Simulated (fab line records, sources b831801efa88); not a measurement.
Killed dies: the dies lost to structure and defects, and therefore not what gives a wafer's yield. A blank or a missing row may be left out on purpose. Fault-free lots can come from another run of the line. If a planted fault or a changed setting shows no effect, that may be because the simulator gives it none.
Which tool did it? -- flow sky130 -- 7 lots with 21 wafers sampled at 2 steps, on a route of 708 steps

== WHAT THE GAUGES SHOWED, per wafer ==
SKY_METAL1_OVL_MEAS_16.
lot,measured,on,METAL1_OVL (nm)
L166,day 33 16:01,overlay-01,0 4 5
L168,day 34 12:33,overlay-01,-7 -3 -1
L170,day 34 22:10,overlay-01,0 2 2
L173,day 35 13:19,overlay-02,1 -1 -2
L175,day 36 06:10,overlay-02,1 1 4
L182,day 38 19:24,overlay-02,10 8 5
L186,day 39 12:00,overlay-02,5 5 -2

== EACH LOT AND THE TOOL THAT RAN IT (in order: tool; ch and the chambers of the sampled wafers; start) ==
lot,SKY_METAL1_SPUTTER_02
L166,"pvd_sputter-03, day 32 13:08"
L168,"pvd_sputter-04, day 33 10:25"
L170,"pvd_sputter-01, day 33 19:14"
L173,"pvd_sputter-03, day 34 10:50"
L175,"pvd_sputter-01, day 35 03:21"
L182,"pvd_sputter-03, day 37 18:05"
L186,"pvd_sputter-01, day 38 10:40"
- SKY_METAL1_SPUTTER_02: material AlCu, target thk 250 nm, time 13.3 s.

== THE ANSWER, worked out from the rows above alone ==
Rule: the lots themselves supply what counts as usual. The widest of any qualifying gaps counts: lots, ordered by their means at a reading, are off when they make up no more than a third of the lots, leave a main group of 4 or more, and stand apart from it by 3 or more times the standard deviation of that group's means. The tables above print the reading to a certain number of digits; a main group whose means all agree to those digits is not used. A lot without any number at a reading at which 4 lots or more have one is off too. All remaining lots with rows at the step are treated as sound.
Nothing can be told from this: no lot is off at any reading shown.

== WHAT THE SIMULATOR HAD PUT IN ==
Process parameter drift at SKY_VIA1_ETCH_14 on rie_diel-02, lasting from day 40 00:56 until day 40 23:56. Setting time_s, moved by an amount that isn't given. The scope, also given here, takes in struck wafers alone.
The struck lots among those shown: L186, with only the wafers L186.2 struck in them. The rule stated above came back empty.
